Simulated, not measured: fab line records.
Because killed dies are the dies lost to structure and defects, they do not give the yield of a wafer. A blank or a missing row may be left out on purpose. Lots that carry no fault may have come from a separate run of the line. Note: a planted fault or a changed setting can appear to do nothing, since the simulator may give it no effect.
Which tool was responsible? | flow sfq line | 7 lots, 21 wafers sampled, at 1 step of a route of 325

## WHAT EACH GAUGE READ, for each wafer
SFQ_M6_RS_MEAS_938: a four-point-probe measurement.
lot  | measured     | on            | M6_NB_RS (ohm/sq)
L336 | day 62 22:04 | film metro-04 | 0.871 0.880 0.889
L338 | day 63 20:43 | film metro-03 | 0.872 0.871 0.873
L340 | day 64 16:02 | film metro-04 | 0.873 0.883 0.887
L344 | day 66 18:16 | film metro-03 | 0.884 0.878 0.867
L346 | day 71 12:22 | film metro-03 | 0.876 0.882 0.888
L349 | day 71 23:10 | film metro-03 | 0.886 0.880 0.884
L351 | day 72 02:47 | film metro-03 | 0.892 0.895 0.896

## WHICH TOOL RAN EACH LOT (tool, then ch and the chambers of the sampled wafers, then the start)
The record holds no process step before these readings.

## THE ANSWER, worked out from the rows above alone
Rule: usual is defined by the lots themselves. Put in order of their means at a reading, lots are off if they are a third of the lots or fewer, leave a main group of 4 or more, and stand apart from it by a gap of 3 or more times the standard deviation of the main group's means; of several such gaps the widest counts. Not used: any main group whose means are identical at the precision the tables above print for the reading. A lot without any number at a reading at which 4 lots or more have one is off too. Any other lot the step has rows for is counted as sound.
No lot is off on any of the readings shown, so nothing can be concluded from this.

## WHAT THE SIMULATOR HAD INSERTED
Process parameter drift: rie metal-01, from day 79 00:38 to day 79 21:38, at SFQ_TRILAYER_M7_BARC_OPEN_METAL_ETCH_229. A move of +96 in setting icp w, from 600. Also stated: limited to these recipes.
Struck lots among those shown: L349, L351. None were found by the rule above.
